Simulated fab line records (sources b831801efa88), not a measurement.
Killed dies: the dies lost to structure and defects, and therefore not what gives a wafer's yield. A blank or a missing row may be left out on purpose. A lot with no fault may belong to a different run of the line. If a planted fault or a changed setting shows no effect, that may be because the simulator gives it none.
What tool caused it? ; flow gf180mcu ; 36 wafers from 12 lots sampled at 2 of the route's 602 steps

WHAT EACH GAUGE READ, for each wafer
GF_HV_LDD_OVL_MEAS_08. Usual: for HV_LDD_OVL the level is -0.2 nm and the standard deviation is 1.6.
lot;measured;on;HV_LDD_OVL (nm);flag
L494;day 10 15:48;overlay-01;0.4 -1.7 -1.8;
L495;day 11 01:58;overlay-02;0.0 0.7 -2.1;
L496;day 11 09:13;overlay-02;1.5 0.1 1.2;
L499;day 12 05:55;overlay-02;1.0 1.9 0.8;
L502;day 13 08:02;overlay-02;-1.1 0.5 3.1;
L503;day 13 17:22;overlay-01;-3.3 -2.9 -1.7;
L504;day 13 17:41;overlay-02;0.8 -1.3 -1.1;
L506;day 14 11:56;overlay-02;-0.3 1.1 1.5;
L507;day 14 20:43;overlay-02;1.3 0.6 -0.9;
L508;day 15 02:49;overlay-02;-0.6 0.7 0.3;
L509;day 15 06:58;overlay-01;-1.2 1.3 -0.8;
L513;day 16 12:40;overlay-01;2.6 1.7 2.9;

EACH LOT AND THE TOOL THAT RAN IT (in order: tool; ch and the chambers of the sampled wafers; start)
lot;GF_POLY_GATE_ETCH_12
L494;rieDiel-02 ch 0,2,3, day 9 19:59
L495;rieDiel-02 ch 1,2,3, day 10 06:16
L496;rieDiel-02 ch 0,3, day 10 13:04
L499;rieDiel-02 ch 0,1,2, day 11 09:46
L502;rieDiel-02 ch 2,3, day 12 08:56
L503;rieDiel-03 ch 0,2,3, day 12 17:55
L504;rieDiel-04 ch 2,3, day 12 18:05
L506;rieDiel-02 ch 0,1, day 13 12:10
L507;rieDiel-02 ch 0,3, day 13 22:14
L508;rieDiel-02 ch 2,3, day 14 03:56
L509;rieDiel-02 ch 2,3, day 14 07:25
L513;rieDiel-04 ch 0,1,3, day 15 12:16
- GF_POLY_GATE_ETCH_12: etches BARC in N2/H2.

AS READ BY THE TOOLS THEMSELVES (means over the sampled wafers that have a number; for cases with no such wafer, the mark the record gives instead)
GF_POLY_GATE_ETCH_12. Usual: chamberPressureMTorr 30.00 mTorr, standard deviation 0.031; drypumpMotorCurrentA 5.7 A, standard deviation 0.53; n2FlowSccm 99.97 sccm, standard deviation 0.3; oesProductAu 0.736 a.u., standard deviation 0.0051; throttleValvePct 13.215 %, standard deviation 0.0084.
lot;tool;chamberPressureMTorr (mTorr);drypumpMotorCurrentA (A);n2FlowSccm (sccm);oesProductAu (a.u.);throttleValvePct (%);flag
L494;rieDiel-02;29.99;5.7;100.37;0.738;13.214;
L495;rieDiel-02;30.02;5.6;100.08;0.735;13.218;
L496;rieDiel-02;29.99;5.3;99.81;0.740;13.204;
L499;rieDiel-02;30.02;5.8;99.66;0.735;13.215;
L502;rieDiel-02;29.97;5.8;99.91;0.734;13.213;
L503;rieDiel-03;30.02;5.9;100.07;0.730;13.207;
L504;rieDiel-04;30.04;5.8;99.97;0.737;13.217;
L506;rieDiel-02;29.99;5.6;100.15;0.735;13.215;
L507;rieDiel-02;30.02;5.4;99.66;0.732;13.212;
L508;rieDiel-02;30.03;5.5;99.99;0.734;13.219;
L509;rieDiel-02;30.00;5.8;99.99;0.740;13.211;
L513;rieDiel-04;30.01;5.7;100.06;0.736;13.219;

THE ANSWER, worked out from the rows above alone
Rule: a lot is off if the mean of its wafers that have a number lies more than 3 standard deviations from the usual mean. A lot without any number at a reading at which 4 lots or more have one is off too. Where the step has rows for the other lots, those lots are counted as sound. First the gauges in route order, then the tools' own readings, where a lot's mean is used as printed above. The first step at which some lot is off is used, and at that step the reading that is off furthest; a lot without a number counts as furthest.
No lot is off at any reading shown: from this, nothing can be told.

WHAT THE SIMULATOR HAD PUT IN
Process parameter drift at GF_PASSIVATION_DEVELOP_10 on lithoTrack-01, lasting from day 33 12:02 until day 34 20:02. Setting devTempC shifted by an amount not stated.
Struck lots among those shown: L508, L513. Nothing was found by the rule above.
